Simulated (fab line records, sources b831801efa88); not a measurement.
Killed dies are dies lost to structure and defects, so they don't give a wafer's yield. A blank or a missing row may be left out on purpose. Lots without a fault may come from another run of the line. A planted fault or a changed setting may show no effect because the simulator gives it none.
fab line records | flow sky130
record lots=6 wafers=18 last_day=50
route steps=708 shown RES_XHIGH@339 SD_N@342 SD_P@359 PAD_OPEN@708
lots that met no fault: from a run of the same line without faults
start_h: hours from the record's first day to the start of the lot's first wafer shown | wait_h: hours since the lot's step before | " the same as in the row above | L1.1+2: a row that stands for several wafers | - no value, or no start given | * or withheld: withheld | < > ~ a bound
route shown NAME@n: a module of which the file shows steps, and the number in the route of the first | usual: mean/standard deviation of fault-free wafers | same: alike in all rows | chamber/n: place in a boat | sites: the reading at each site | _std_site: their standard deviation | _edge_site: outer sites' mean less inner sites' | radius_mm: how far each site lies from the wafer's centre | mask NAME#n: copy n | behind: the tool/chamber that last shaped the wafer | hold: why the lot was held/for how many hours/how that ended | device: the transistor (n, p or np) that didn't switch | end of line: the same wafers' tests at the end of the route | a step without rows: its recipe alone | killed: dies lost to structure and defects at the first sort, not the wafer's yield | map: a wafer's dies, x killed, . not, _ none there
set.NAME: the setting as run; set.NAME@STEP: as run at that earlier step | model.NAME: the simulator's own value behind a step, which no gauge read
lots at some steps of the route; a table a step, a row a wafer
services: from which hour (start_h, from the record's first day; less than 0 if before it) a tool's chamber was out of use, for how many hours, and why
## steps
# step SKY_RES_XHIGH_IMPLANT_07
# recipe species=BF2 energy_kev=20 dose_cm2=3.6e+14 tilt_deg=0
# step SKY_RES_XHIGH_STRIP_08
# recipe chemistry=O2/N2 power_w=1400 pressure_mtorr=1500 platen_temp_c=withheld o2_flow_sccm=3000 n2_flow_sccm=300 overash_fraction=0.5
# usual drypump_motor_current_A=5.98/0.29 oes_product_au=0.711/0.005 strip_time_to_endpoint_s=14.28/0.037
# columns lot.wafer tool chamber start_h wait_h drypump_motor_current_A oes_product_au rf_hours_counter_h strip_time_to_endpoint_s
L718.1 plasma_asher-01 0 731.64 0.1 5.82 0.716 104 14.34
L718.2 " 1 " " 5.46 0.714 104 14.32
L718.3 " 1 " " 5.48 0.713 - 14.30
L720.1 plasma_asher-04 0 751.34 0.1 6.24 0.715 33 14.29
L720.2 " 1 " " 6.10 0.709 33 14.34
L720.6 " 1 " " 6.10 0.710 - 14.31
L721.1 plasma_asher-02 1 758.34 0.1 6.31 0.707 97 14.24
L721.2 " 0 " " 6.08 0.705 97 14.28
L721.5 " 1 " " 6.32 0.710 - 14.28
L726.2 plasma_asher-02 0 792.40 0.1 6.06 0.707 100 14.33
L726.3 " 0 " " 6.03 0.720 - 14.32
L726.5 " 0 " " 6.00 0.713 - 14.31
L727.2 plasma_asher-01 0 806.30 0.1 5.80 0.704 5 14.16
L727.3 " 1 " " 5.46 0.704 - 14.24
L727.4 " 0 " " 5.82 0.717 - 14.20
L728.1 plasma_asher-01 1 813.89 0.1 5.45 0.708 6 14.31
L728.2 " 0 " " 5.84 0.713 6 14.29
L728.6 " 0 " " 5.79 0.707 - 14.32
# step SKY_RES_XHIGH_TW_MEAS_09
# usual RES_XHIGH_TW=1634/11
# columns lot.wafer tool chamber start_h wait_h RES_XHIGH_TW
L718.1 film_metro-01 - 731.74 0.1 1627
L718.2 " - " " 1626
L718.3 " - " " 1621
L720.1 film_metro-03 - 751.44 0.1 1645
L720.2 " - " " 1642
L720.6 " - " " 1634
L721.1 film_metro-01 - 758.44 0.1 1633
L721.2 " - " " 1647
L721.5 " - " " 1653
L726.2 film_metro-03 - 792.51 0.1 1638
L726.3 " - " " 1627
L726.5 " - " " 1632
L727.2 film_metro-01 - 806.41 0.1 1634
L727.3 " - " " 1637
L727.4 " - " " 1641
L728.1 film_metro-01 - 813.99 0.1 1629
L728.2 " - " " 1633
L728.6 " - " " 1637
# step SKY_SD_N_DEHYDRATE_00
# recipe temp_c=200 time_s=60
# step SKY_SD_N_HMDS_01
# recipe prime_time_s=60 prime_temp_c=120
# step SKY_SD_N_COAT_02
# recipe resist=NOVOLAK spin_rpm=3000 resist_thk_nm=1140
# step SKY_SD_N_SOFTBAKE_03
# recipe temp_c=90 time_s=60 resist=NOVOLAK
# step SKY_SD_N_EXPOSE_04
# recipe mask_id=NSDM na=0.6 source_shape=conventional sigma_outer=0.6 polarization=unpolarized target_cd_nm=380 dose_mj=141
# step SKY_SD_N_PEB_05
# recipe temp_c=withheld time_s=* resist=NOVOLAK
# step SKY_SD_N_DEVELOP_06
# recipe resist=NOVOLAK developer=TMAH develop_time_s=60 dev_temp_c=23
# step SKY_SD_N_CD_MEAS_07
# recipe target_cd_nm=380
# usual cd_nm=380.2/2.1
# columns lot.wafer tool chamber start_h wait_h cd_nm
L718.1 cd_sem-02 - 759.08 0.1 382.0
L718.2 " - " " 384.2
L718.3 " - " " 382.9
L720.1 cd_sem-02 - 777.78 0.1 378.6
L720.2 " - " " 381.4
L720.6 " - " " 380.1
L721.1 cd_sem-02 - 785.08 0.1 377.8
L721.2 " - " " 377.8
L721.5 " - " " 376.6
L726.2 cd_sem-01 - 818.16 0.1 379.0
L726.3 " - " " 381.4
L726.5 " - " " 379.4
L727.2 cd_sem-01 - 832.37 0.1 377.3
L727.3 " - " " 377.5
L727.4 " - " " 375.4
L728.1 cd_sem-02 - 840.25 0.1 379.3
L728.2 " - " " 382.2
L728.6 " - " " 381.8
# step SKY_SD_N_OVL_MEAS_08
# usual SD_N_OVL=0.9/1.1
# columns lot.wafer tool chamber start_h wait_h SD_N_OVL[nm]
L718.1 overlay-02 - 759.20 0.1 2.9
L718.2 " - " " -0.1
L718.3 " - " " 0.6
L720.1 overlay-02 - 777.90 0.1 2.4
L720.2 " - " " 1.9
L720.6 " - " " 0.5
L721.1 overlay-01 - 785.20 0.1 0.7
L721.2 " - " " 0.8
L721.5 " - " " 1.2
L726.2 overlay-02 - 818.27 0.1 0.5
L726.3 " - " " 0.6
L726.5 " - " " 0.2
L727.2 overlay-02 - 832.48 0.1 0.8
L727.3 " - " " 0.8
L727.4 " - " " 1.5
L728.1 overlay-01 - 840.37 0.1 1.8
L728.2 " - " " 0.5
L728.6 " - " " 0.1
# step SKY_SD_N_IMPLANT_09
# recipe species=As energy_kev=50 dose_cm2=4e+15 tilt_deg=0
# usual beam_energy_keV=50.000/0.017 dose_ions_cm2=4e+15/4.9e+12
# same implant_ion_amu=75
# columns lot.wafer tool chamber start_h wait_h beam_energy_keV dose_ions_cm2 model.implant.rp_nm model.implant.drp_nm
L718.1 implanter-02 0 759.24 0.0 50.011 3.999e+15 32.62 14.11
L718.2 " 0 " " 49.973 4.001e+15 32.62 14.11
L718.3 " 0 " " 49.991 4.003e+15 32.62 14.11
L720.1 implanter-04 0 777.94 0.0 50.012 3.996e+15 32.03 14.11
L720.2 " 0 " " 50.014 4.001e+15 32.03 14.11
L720.6 " 0 " " 50.021 3.996e+15 32.03 14.11
L721.1 implanter-01 0 785.24 0.0 49.981 3.996e+15 32.55 14.11
L721.2 " 0 " " 49.982 4.001e+15 32.55 14.11
L721.5 " 0 " " 49.975 3.997e+15 32.55 14.11
L726.2 implanter-04 0 818.32 0.0 42.462 4.009e+15 28.8 12.5
L726.3 " 0 " " 42.438 4.003e+15 28.8 12.5
L726.5 " 0 " " 42.461 4e+15 28.8 12.5
L727.2 implanter-01 0 832.53 0.0 49.989 3.999e+15 31.04 14.11
L727.3 " 0 " " 49.994 4.002e+15 31.04 14.11
L727.4 " 0 " " 50.012 4.001e+15 31.04 14.11
L728.1 implanter-04 0 840.41 0.0 42.485 4.009e+15 29.11 12.5
L728.2 " 0 " " 42.487 4.002e+15 29.11 12.5
L728.6 " 0 " " 42.505 4.007e+15 29.11 12.5
# step SKY_SD_N_IMPLANT_10
# recipe species=P energy_kev=20 dose_cm2=1e+14 tilt_deg=0
# step SKY_SD_N_STRIP_11
# recipe chemistry=O2/N2 power_w=1400 pressure_mtorr=1500 platen_temp_c=withheld o2_flow_sccm=3000 n2_flow_sccm=300 overash_fraction=0.5
# usual drypump_motor_current_A=6.13/0.19 oes_product_au=0.528/0.0046 strip_time_to_endpoint_s=22.56/0.043
# columns lot.wafer tool chamber start_h wait_h drypump_motor_current_A oes_product_au rf_hours_counter_h strip_time_to_endpoint_s
L718.1 plasma_asher-03 1 759.54 0.1 6.20 0.526 61 22.61
L718.2 " 0 " " 5.70 0.527 61 22.58
L718.3 " 0 " " 5.69 0.537 - 22.63
L720.1 plasma_asher-03 0 778.24 0.1 5.71 0.521 63 22.52
L720.2 " 1 " " 6.18 0.523 63 22.45
L720.6 " 0 " " 5.72 0.529 - 22.54
L721.1 plasma_asher-02 0 785.54 0.1 6.08 0.529 100 22.60
L721.2 " 1 " " 6.37 0.527 100 22.56
L721.5 " 0 " " 6.04 0.526 - 22.58
L726.2 plasma_asher-03 1 818.60 0.1 6.17 0.534 67 21.44
L726.3 " 0 " " 5.70 0.548 - 21.41
L726.5 " 0 " " 5.70 0.538 - 21.44
L727.2 plasma_asher-02 0 832.81 0.1 6.07 0.522 105 22.54
L727.3 " 0 " " 6.10 0.525 - 22.60
L727.4 " 1 " " 6.31 0.535 - 22.55
L728.1 plasma_asher-02 0 840.71 0.1 6.06 0.541 106 21.43
L728.2 " 1 " " 6.36 0.553 106 21.41
L728.6 " 0 " " 6.07 0.547 - 21.35
# step SKY_SD_N_TW_MEAS_12
# usual SD_N_TW=3966/25
# columns lot.wafer tool chamber start_h wait_h SD_N_TW
L718.1 film_metro-03 - 759.64 0.1 3982
L718.2 " - " " 3977
L718.3 " - " " 3987
L720.1 film_metro-03 - 778.34 0.1 3979
L720.2 " - " " 3964
L720.6 " - " " 3968
L721.1 film_metro-02 - 785.64 0.1 3924
L721.2 " - " " 3917
L721.5 " - " " 3935
L726.2 film_metro-01 - 818.71 0.1 3816
L726.3 " - " " 3824
L726.5 " - " " 3811
L727.2 film_metro-03 - 832.92 0.1 3938
L727.3 " - " " 3977
L727.4 " - " " 3967
L728.1 film_metro-02 - 840.81 0.1 3809
L728.2 " - " " 3790
L728.6 " - " " 3813
# step SKY_SD_N_CLEAN_13
# recipe chemistry=SC1/SC2 mix=1:4:20 temp_c=70 time_s=150 dry=n2_spin
# step SKY_SD_N_RTA_14
# recipe temp_c=1075 time_s=2 idle_temp_c=650 ramp_up_c_per_s=150 ramp_down_c_per_s=90 ambient=N2
# usual lamp_power_pct=15.74/0.053 wafer_temp_C_max=1078.0/1.3
# columns lot.wafer tool chamber start_h wait_h lamp_power_pct wafer_temp_C_max
L718.1 rtp_anneal-02 0 759.75 0.0 15.73 1078.3
L718.2 " 0 " " 15.76 1076.4
L718.3 " 0 " " 15.85 1077.5
L720.1 rtp_anneal-02 0 778.45 0.0 15.77 1078.2
L720.2 " 0 " " 15.81 1078.1
L720.6 " 0 " " 15.71 1078.9
L721.1 rtp_anneal-01 0 785.75 0.0 15.69 1080.3
L721.2 " 0 " " 15.66 1076.4
L721.5 " 0 " " 15.77 1079.2
L726.2 rtp_anneal-02 0 818.82 0.0 15.85 1077.7
L726.3 " 0 " " 15.65 1077.8
L726.5 " 0 " " 15.77 1077.1
L727.2 rtp_anneal-01 0 833.03 0.0 15.82 1076.5
L727.3 " 0 " " 15.71 1079.5
L727.4 " 0 " " 15.70 1077.5
L728.1 rtp_anneal-02 0 840.92 0.0 15.75 1078.2
L728.2 " 0 " " 15.77 1077.0
L728.6 " 0 " " 15.75 1077.9
# step SKY_SD_N_RS_MEAS_16
# recipe thk_meas_gauge=four-point-probe
# usual SD_N_RS=68.47/0.1
# columns lot.wafer tool chamber start_h wait_h SD_N_RS[ohm/sq]
L718.1 film_metro-01 - 759.92 0.1 68.43
L718.2 " - " " 68.46
L718.3 " - " " 68.48
L720.1 film_metro-01 - 778.67 0.1 68.38
L720.2 " - " " 68.54
L720.6 " - " " 68.41
L721.1 film_metro-01 - 785.92 0.1 68.25
L721.2 " - " " 68.51
L721.5 " - " " 68.37
L726.2 film_metro-02 - 819.00 0.1 74.40
L726.3 " - " " 74.13
L726.5 " - " " 74.25
L727.2 film_metro-02 - 833.22 0.1 68.52
L727.3 " - " " 68.40
L727.4 " - " " 68.37
L728.1 film_metro-01 - 841.10 0.1 74.22
L728.2 " - " " 74.26
L728.6 " - " " 74.25
# step SKY_SD_N_RS_MEAS_17
# recipe thk_meas_gauge=four-point-probe
# usual SD_P_RS=147.0/0.33
# columns lot.wafer tool chamber start_h wait_h SD_P_RS[ohm/sq]
L718.1 film_metro-01 - 760.04 0.1 146.5
L718.2 " - " " 147.0
L718.3 " - " " 147.0
L720.1 film_metro-01 - 778.79 0.1 146.4
L720.2 " - " " 146.9
L720.6 " - " " 146.5
L721.1 film_metro-01 - 786.04 0.1 146.7
L721.2 " - " " 147.1
L721.5 " - " " 146.9
L726.2 film_metro-02 - 819.12 0.1 147.5
L726.3 " - " " 146.8
L726.5 " - " " 147.4
L727.2 film_metro-02 - 833.34 0.1 147.1
L727.3 " - " " 146.4
L727.4 " - " " 146.4
L728.1 film_metro-01 - 841.22 0.1 147.0
L728.2 " - " " 146.8
L728.6 " - " " 146.6
# step SKY_PAD_OPEN_PROBE_99
# usual killed_at_M0_to_M3=43/6.8 killed_at_M4_up=3.3/2.1 killed_at_contacts=24/5 killed_at_front_end=15/4.4 killed_at_other=0.3/0.57 killed_dies=86/9.7 killed_open=47/7.3 killed_short=39/6.1
# same gross_dies=492 killed_at_back_side=0
# columns lot.wafer tool chamber start_h wait_h killed_at_M0_to_M3 killed_at_M4_up killed_at_contacts killed_at_front_end killed_at_other killed_dies killed_open killed_short model.etest.res_ndiff.line_ohm_um model.etest.res_ndiff.rs_ohm_sq model.etest.res_ndiff_hv.rs_ohm_sq
L718.1 prober-01 - 1154.75 0.1 44 2 30 13 0 89 48 41 762 118.9 112.8
L718.2 prober-01 - 1154.80 0.1 29 4 12 16 1 62 33 29 763.6 120 113.8
L718.3 prober-01 - 1154.85 0.2 44 6 29 14 0 93 47 45 757 118.1 112.7
L720.1 prober-01 - 1169.18 0.1 49 2 15 14 0 80 43 37 751.6 120 114.2
L720.2 prober-01 - 1169.23 0.1 51 1 23 7 1 83 51 31 760.8 119.6 113.7
L720.6 prober-01 - 1169.43 0.2 46 2 19 17 0 84 52 32 755.3 120.3 115.8
L721.1 prober-02 - 1175.36 0.1 48 2 30 10 0 90 52 38 769.2 120.5 113.2
L721.2 prober-02 - 1175.41 0.1 39 5 20 16 0 80 42 38 777.5 119.8 113.9
L721.5 prober-02 - 1175.56 0.2 57 3 22 20 0 102 54 48 777.1 120.8 114.3
L726.2 prober-01 - 1195.20 0.1 53 4 26 20 0 103 59 44 818.9 128 121.1
L726.3 prober-01 - 1195.25 0.2 49 4 16 17 0 86 41 44 824 128.3 120.4
L726.5 prober-01 - 1195.35 0.2 51 3 19 25 0 98 54 42 807.8 127.7 121.7
L727.2 prober-02 - 1204.08 0.1 47 3 26 17 0 93 46 47 767.4 122.1 116.9
L727.3 prober-02 - 1204.13 0.2 43 0 27 10 0 80 36 44 769.2 122.5 116.2
L727.4 prober-02 - 1204.18 0.2 40 1 31 19 0 91 50 41 768.2 121.9 115.9
L728.1 prober-01 - 1206.46 0.1 42 2 19 22 0 85 41 43 792.2 125.4 119.8
L728.2 prober-01 - 1206.51 0.1 43 1 31 17 0 92 47 43 797.8 126.4 119.4
L728.6 prober-01 - 1206.71 0.2 38 0 26 21 1 86 47 38 818.6 125.8 120.1
# killed by level:class
L718.1 CONTACT:geometric_particle:open=9 VIA2:geometric_particle:open=8 VIA3:geometric_particle:open=7 VIA1:geometric_particle:open=6 LI_CONTACT:geometric_particle:open=6 LOCAL_INTERCONNECT:geometric_particle:short=6 CONTACT:geometric_particle:short=6 METAL1:geometric_particle:short=5
L718.2 VIA1:geometric_particle:open=8 CONTACT:geometric_particle:open=6 FIELD_ISO:geometric_particle:short=5 VIA2:geometric_particle:open=4 METAL2:geometric_particle:short=4 SPACER:geometric_particle:short=3 LI_CONTACT:geometric_particle:open=3 METAL4:geometric_particle:open=3
L718.3 VIA2:geometric_particle:open=12 CONTACT:geometric_particle:open=9 POLY_GATE:geometric_particle:short=8 CONTACT:geometric_particle:short=7 VIA1:geometric_particle:open=6 LI_CONTACT:geometric_particle:open=5 VIA1:geometric_particle:short=5 METAL2:geometric_particle:short=5
L720.1 VIA2:geometric_particle:open=10 VIA1:geometric_particle:open=8 METAL1:geometric_particle:short=6 VIA1:geometric_particle:short=6 VIA3:geometric_particle:open=6 LI_CONTACT:geometric_particle:open=5 CONTACT:geometric_particle:open=5 METAL2:geometric_particle:short=5
L720.2 VIA1:geometric_particle:open=16 CONTACT:geometric_particle:open=11 VIA2:geometric_particle:open=8 VIA1:geometric_particle:short=7 METAL2:geometric_particle:short=6 CONTACT:geometric_particle:short=5 VIA3:geometric_particle:open=5 LI_CONTACT:geometric_particle:open=4
L720.6 VIA1:geometric_particle:open=14 CONTACT:geometric_particle:open=10 POLY_GATE:geometric_particle:open=7 VIA1:geometric_particle:short=7 VIA3:geometric_particle:open=7 METAL1:geometric_particle:short=5 FIELD_ISO:geometric_particle:short=3 LI_CONTACT:geometric_particle:open=3
L721.1 VIA1:geometric_particle:open=15 VIA3:geometric_particle:open=11 LI_CONTACT:geometric_particle:open=8 CONTACT:geometric_particle:open=7 VIA3:geometric_particle:short=7 CONTACT:geometric_particle:short=6 LOCAL_INTERCONNECT:geometric_particle:short=5 POLY_GATE:geometric_particle:short=3
L721.2 FIELD_ISO:geometric_particle:open=7 VIA3:geometric_particle:open=7 CONTACT:geometric_particle:open=6 METAL3:geometric_particle:short=5 LI_CONTACT:geometric_particle:open=5 VIA1:geometric_particle:open=5 VIA1:geometric_particle:short=5 POLY_GATE:geometric_particle:open=4
L721.5 VIA1:geometric_particle:open=11 VIA3:geometric_particle:open=10 METAL1:geometric_particle:short=9 VIA2:geometric_particle:open=9 METAL2:geometric_particle:short=6 LI_CONTACT:geometric_particle:open=5 CONTACT:geometric_particle:open=5 VIA1:geometric_particle:short=5
L726.2 VIA1:geometric_particle:open=12 VIA2:geometric_particle:open=12 LI_CONTACT:geometric_particle:open=9 CONTACT:geometric_particle:open=9 VIA1:geometric_particle:short=8 VIA3:geometric_particle:open=6 FIELD_ISO:geometric_particle:open=5 FIELD_ISO:geometric_particle:short=5
L726.3 CONTACT:geometric_particle:open=10 VIA1:geometric_particle:open=8 VIA3:geometric_particle:open=8 POLY_GATE:geometric_particle:short=6 METAL1:geometric_particle:short=6 VIA1:geometric_particle:short=6 VIA2:geometric_particle:open=5 METAL2:geometric_particle:short=4
L726.5 VIA1:geometric_particle:short=11 VIA1:geometric_particle:open=11 CONTACT:geometric_particle:open=10 POLY_GATE:geometric_particle:open=8 VIA3:geometric_particle:open=6 FIELD_ISO:geometric_particle:open=5 POLY_GATE:geometric_particle:short=5 VIA3:geometric_particle:short=4
L727.2 CONTACT:geometric_particle:open=8 LI_CONTACT:geometric_particle:open=7 CONTACT:geometric_particle:short=7 VIA1:geometric_particle:open=7 VIA2:geometric_particle:open=7 VIA3:geometric_particle:open=7 POLY_GATE:geometric_particle:short=5 VIA3:geometric_particle:short=5
L727.3 VIA1:geometric_particle:short=9 CONTACT:geometric_particle:short=7 CONTACT:geometric_particle:open=7 LOCAL_INTERCONNECT:geometric_particle:short=6 VIA1:geometric_particle:open=6 VIA2:geometric_particle:open=6 FIELD_ISO:geometric_particle:open=5 LI_CONTACT:geometric_particle:open=5
L727.4 LI_CONTACT:geometric_particle:open=14 VIA2:geometric_particle:short=9 VIA1:geometric_particle:open=8 FIELD_ISO:geometric_particle:open=7 CONTACT:geometric_particle:open=6 CONTACT:geometric_particle:short=5 VIA3:geometric_particle:open=5 METAL2:geometric_particle:short=4
L728.1 VIA3:geometric_particle:open=9 CONTACT:geometric_particle:open=9 METAL1:geometric_particle:short=9 FIELD_ISO:geometric_particle:short=8 VIA1:geometric_particle:open=6 VIA2:geometric_particle:open=6 POLY_GATE:geometric_particle:short=5 POLY_GATE:geometric_particle:open=5
L728.2 CONTACT:geometric_particle:open=13 CONTACT:geometric_particle:short=9 VIA1:geometric_particle:open=8 FIELD_ISO:geometric_particle:short=7 VIA3:geometric_particle:short=6 LI_CONTACT:geometric_particle:open=6 VIA2:geometric_particle:open=6 METAL1:geometric_particle:short=5
L728.6 LI_CONTACT:geometric_particle:open=9 VIA1:geometric_particle:open=9 CONTACT:geometric_particle:open=7 VIA2:geometric_particle:short=6 VIA3:geometric_particle:open=5 METAL1:geometric_particle:short=5 POLY_GATE:geometric_particle:open=4 LOCAL_INTERCONNECT:geometric_particle:short=4
## services
# columns tool chamber start_h hours kind
plasma_asher-04 - 724.47 0.4 repair
plasma_asher-01 - 733.75 9.0 pm
plasma_asher-01 0 733.75 9.0 vent_cycle
plasma_asher-01 1 733.75 9.0 vent_cycle
implanter-04 - 736.65 1.2 repair
plasma_asher-01 0 742.75 - clean
plasma_asher-01 1 742.75 - clean
plasma_asher-04 - 743.99 3.5 repair
plasma_asher-01 - 774.43 13.9 repair
implanter-04 - 794.92 5.3 repair
implanter-02 - 796.87 4.9 pm
plasma_asher-04 - 801.75 8.8 repair
rtp_anneal-01 - 808.87 1.0 pm
## key
first_sign step=SKY_SD_N_IMPLANT_09 reading=beam_energy_keV direction=down sigmas=99+ usual=* struck=*
effect step=SKY_SD_N_STRIP_11 reading=strip_time_to_endpoint_s direction=down sigmas=27 usual=* struck=*
effect step=SKY_SD_N_TW_MEAS_12 reading=SD_N_TW direction=down sigmas=6.2 usual=3966 struck=3810
effect step=SKY_SD_N_RS_MEAS_16 reading=SD_N_RS direction=up sigmas=56 usual=68.47 struck=74.25
model_effect step=SKY_SD_N_IMPLANT_09 value=implant.rp_nm without=33.04 struck=28.96
model_effect step=SKY_PAD_OPEN_PROBE_99 value=etest.res_ndiff.line_ohm_um without=756.1 struck=809.9
met_at SKY_SD_N_IMPLANT_09
struck_wafers L726.2,L726.3,L726.5,L728.1,L728.2,L728.6
tester_left_out L726,L728
onset_between 777.94 818.32
fault kind=process_parameter_drift tool=implanter-04 chamber=- onset_h=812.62 steps=SKY_SD_N_IMPLANT_09 channel=energy_kev offset=* shape=step end_h=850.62 acts_in=* stated=*
# tester_left_out: of these lots the tester's yield and bins aren't shown, on N5 and GAA mostly nor the transistor test; their killed dies are dies lost to structure and defects alone, not to doping, threshold or leakage, so they don't give the yield
